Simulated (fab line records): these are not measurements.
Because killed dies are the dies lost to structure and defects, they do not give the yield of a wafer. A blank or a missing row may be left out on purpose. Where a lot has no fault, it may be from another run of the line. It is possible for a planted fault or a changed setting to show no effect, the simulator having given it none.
Struck lot and sound lot, side by side	flow sky130	43 out of 708 route steps
Sound: the wafers L312.3, L312.4, L312.5. Struck: wafers L319.1, L319.5. (L319.3 of the same lot was not struck and is left out.) The cause comes at the end.
Per side, at each step with rows, come the tool, then ch with its chambers, and then its first start. Under that, the readings that differ: sound wafers	struck wafers	difference of the means	sigmas: that difference in standard deviations of wafers without a fault.
alike: same words and numbers on both sides, and readings whose means sit less than 2 such deviations apart. not compared: any withheld reading, any reading some wafer has no value for, any bound like >300 that may hide the same value, and any number with overlapping values for which the record gives no deviation.
The two part at a step that has a row with sigmas, a row that says differs or no value, or rows on one side only. Numbers that have no deviation but don't overlap get no sigmas and don't part them. Lack of a reading on every wafer of one side parts them only where that side has two or more wafers.

SKY_LI_CONTACT_BOW_MEAS_03:
  struck on film metro-01, day 31 02:26; sound on film metro-04, day 28 17:13
  alike: LI_CONTACT_BOW
then, 8 steps without rows for these wafers: SKY_LI_CONTACT_DEHYDRATE_04 (time 60 s); SKY_LI_CONTACT_HMDS_05 (prime time 60 s); SKY_LI_CONTACT_COAT_06 (resist thk 60 nm); SKY_LI_CONTACT_COAT_07 (resist thk 450 nm); SKY_LI_CONTACT_SOFTBAKE_08 (time 90 s); SKY_LI_CONTACT_EXPOSE_09 (exposes mask LICM1, target cd 170 nm); SKY_LI_CONTACT_PEB_10; SKY_LI_CONTACT_DEVELOP_11 (develop time 60 s).
SKY_LI_CONTACT_CD_MEAS_12: target cd 170 nm.
  struck on cd sem-02, day 32 05:37; sound on cd sem-02, day 29 20:51
  alike: cd nm
SKY_LI_CONTACT_OVL_MEAS_13:
  struck on overlay-01, day 32 05:44; sound on overlay-02, day 29 20:57
  alike: LI_CONTACT_OVL
SKY_LI_CONTACT_ETCH_14: etches BARC in N2/H2, stops on SiO2, time 45.9 s, target depth 60 nm.
  sound on rie diel-01 ch 0,3, day 29 20:58; struck on rie diel-02 ch 2, day 32 05:46
  alike: drypump motor current A, oes product au, throttle valve pct
  not compared: rf hours counter h
SKY_LI_CONTACT_ETCH_15: etches PSG in C4F8/O2/Ar, stops on Si, target depth 600 nm.
  sound on rie diel-01 ch 0,3, day 29 21:01; struck on rie diel-02 ch 2, day 32 05:49
  alike: oes product au
SKY_LI_CONTACT_STRIP_16: strips in O2/N2.
  sound on plasma asher-01 ch 0,1, day 29 21:08; struck on plasma asher-03 ch 0,1, day 32 05:54
  alike: drypump motor current A, oes product au, strip time to endpoint s
  not compared: rf hours counter h
then, 2 steps without rows for these wafers: SKY_LI_CONTACT_CLEAN_17 (cleans in NMP, time 600 s); SKY_LI_CONTACT_PRE_CLEAN_18 (time 5.6 s).
SKY_LI_CONTACT_SPUTTER_19: material Ti, target thk 20 nm, time 106.37 s.
  struck on pvd sputter-02, day 32 06:11; sound on pvd sputter-03, day 29 21:23
  alike: chamber pressure pa, throttle valve pct
SKY_LI_CONTACT_SPUTTER_20: material TiN, target thk 20 nm, time 80 s.
  struck on pvd sputter-02, day 32 06:16; sound on pvd sputter-03, day 29 21:28
reading	sound	struck	difference	sigmas
chamber pressure pa (Pa)	5.021 5.011 5.009	4.985 4.984	-0.029	-3
  alike: throttle valve pct
then, 1 step without rows for these wafers: SKY_LI_CONTACT_CVD_21 (deposits W, target thk 400 nm, time 120.56 s).
SKY_LI_CONTACT_RS_MEAS_22: measures by four-point-probe.
  struck on film metro-03, day 32 06:28; sound on film metro-03, day 29 21:42
  alike: LI_CONTACT_W_RS
SKY_LI_CONTACT_THK_MEAS_23: measures by xrf.
  struck on film metro-03, day 32 06:35; sound on film metro-03, day 29 21:48
  alike: LI_CONTACT_W_THK
then, 2 steps without rows for these wafers: SKY_LI_CONTACT_CMP_24 (polishes, stops on PSG, t overpolish 20 s, target thk 0 nm); SKY_LOCAL_INTERCONNECT_SPUTTER_00 (material TiN, target thk 100 nm, time 83.3 s).
SKY_LOCAL_INTERCONNECT_RS_MEAS_01: measures by four-point-probe.
  struck on film metro-02, day 32 07:00; sound on film metro-04, day 29 22:14
  alike: LOCAL_INTERCONNECT_TIN_RS
SKY_LOCAL_INTERCONNECT_THK_MEAS_02: measures by xrf.
  struck on film metro-02, day 32 07:07; sound on film metro-04, day 29 22:20
  alike: LOCAL_INTERCONNECT_TIN_THK
then, 8 steps without rows for these wafers: SKY_LOCAL_INTERCONNECT_DEHYDRATE_03 (time 60 s); SKY_LOCAL_INTERCONNECT_HMDS_04 (prime time 60 s); SKY_LOCAL_INTERCONNECT_COAT_05 (resist thk 60 nm); SKY_LOCAL_INTERCONNECT_COAT_06 (resist thk 450 nm); SKY_LOCAL_INTERCONNECT_SOFTBAKE_07 (time 90 s); SKY_LOCAL_INTERCONNECT_EXPOSE_08 (exposes mask LI1M, target cd 170 nm); SKY_LOCAL_INTERCONNECT_PEB_09; SKY_LOCAL_INTERCONNECT_DEVELOP_10 (develop time 60 s).
SKY_LOCAL_INTERCONNECT_CD_MEAS_11: target cd 170 nm.
  struck on cd sem-02, day 33 09:38; sound on cd sem-02, day 31 02:41
  alike: cd nm
SKY_LOCAL_INTERCONNECT_OVL_MEAS_12:
  struck on overlay-01, day 33 09:46; sound on overlay-02, day 31 02:46
  alike: LOCAL_INTERCONNECT_OVL
then, 2 steps without rows for these wafers: SKY_LOCAL_INTERCONNECT_ETCH_13 (etches BARC in N2/H2, stops on SiO2, time 45.9 s, target depth 60 nm); SKY_LOCAL_INTERCONNECT_METAL_ETCH_14 (etches TiN in Cl2/BCl3, stops on PSG, target depth 110 nm, time 31.4 s).
SKY_LOCAL_INTERCONNECT_STRIP_15: strips in O2/N2.
  sound on plasma asher-01 ch 0,1, day 31 02:57; struck on plasma asher-02 ch 0,1, day 33 09:55
  alike: drypump motor current A, oes product au, strip time to endpoint s
  not compared: rf hours counter h
then, 4 steps without rows for these wafers: SKY_LOCAL_INTERCONNECT_STRIP_16 (strips in post etch residue remover, time 1200 s); SKY_LOCAL_INTERCONNECT_CLEAN_17 (cleans in IPA, time 180 s); SKY_LOCAL_INTERCONNECT_CLEAN_18 (cleans in O3/DIW); SKY_CONTACT_CVD_00 (deposits Si3N4, target thk 75 nm).
-- the record jumps here: 15 days lie between the struck wafers' starts before and after (it left off in module CONTACT and takes up again in module PAD_OPEN, whose first step shown is number 708 of the route) --
SKY_PAD_OPEN_PROBE_99:
  rows exist in the record for the struck wafers here (prober-01, day 48 01:14), but not for the sound ones

## WHERE THEY PART
Last at SKY_PAD_OPEN_PROBE_99 as far as this record goes, first at SKY_LI_CONTACT_SPUTTER_20.

WHY: whatever the simulator had introduced
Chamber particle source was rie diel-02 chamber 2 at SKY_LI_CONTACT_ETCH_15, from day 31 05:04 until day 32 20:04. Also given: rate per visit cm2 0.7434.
